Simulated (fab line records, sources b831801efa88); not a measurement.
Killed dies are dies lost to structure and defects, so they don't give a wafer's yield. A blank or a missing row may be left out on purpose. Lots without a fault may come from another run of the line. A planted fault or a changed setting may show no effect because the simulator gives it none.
Chamber matching | flow gf180mcu | GF_V2_CMP_04 on cmp-02: 4 sister chambers
The step polishes SiO2. 8 wafers are shown with their chamber, then 12 later ones without.

WAFERS WITH THEIR CHAMBER
wafer  | chamber | motor_current_A (A) | time_to_endpoint_s (s)
L080.6 | 3       | 12.7                | 89
L081.5 | 3       | 12.3                | 82
L086.2 | 0       | 12.4                | 74
L088.2 | 1       | 14.2                | 73
L088.5 | 2       | 12.8                | 84
L091.1 | 2       | 13.0                | 76
L091.2 | 0       | 12.7                | 64
L091.4 | 1       | 13.8                | 71

WAFERS WITHOUT THEIR CHAMBER
wafer  | motor_current_A (A) | time_to_endpoint_s (s)
L094.1 | 12.4                | 71
L094.2 | 14.5                | 73
L094.4 | 12.3                | 83
L095.3 | 12.0                | 74
L095.4 | 12.2                | 87
L095.5 | 11.9                | 92
L096.2 | 14.2                | 68
L096.4 | 13.7                | 76
L096.6 | 13.5                | 82
L097.1 | 11.9                | 82
L097.3 | 13.0                | 79
L097.4 | 14.0                | 84

WHICH CHAMBER EACH WENT THROUGH
wafer  | from the rows above          | in truth
L094.1 | can't be placed: 0 or 2      | 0
L094.2 | 1                            | 1
L094.4 | can't be placed: 3 or 2 or 0 | 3
L095.3 | can't be placed: 0 or 3 or 2 | 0
L095.4 | can't be placed: 3 or 2      | 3
L095.5 | can't be placed: 3 or 2      | 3
L096.2 | 1                            | 1
L096.4 | can't be placed: 1 or 2      | 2
L096.6 | can't be placed: 2 or 1 or 3 | 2
L097.1 | can't be placed: 3 or 0 or 2 | 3
L097.3 | can't be placed: 2 or 3      | 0
L097.4 | 1                            | 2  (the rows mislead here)
Placed correctly: 2 of 12. Can't be placed from these rows: 9 (the true chamber is among the candidates in 8). Placed wrongly: 1.
How it was worked out, from the rows above alone: a wafer's distance from a chamber is the root of the sum, over the readings, of the square of ((its reading less the chamber's mean) divided by the reading's scatter). The wafer belongs to the nearest chamber; if the next one is less than 2 further off, it can't be placed. A chamber's mean is the mean of its shown wafers. The scatter: the root of (the sum of the squares of (reading less its chamber's mean) over the shown wafers, divided by (wafers less chambers)).
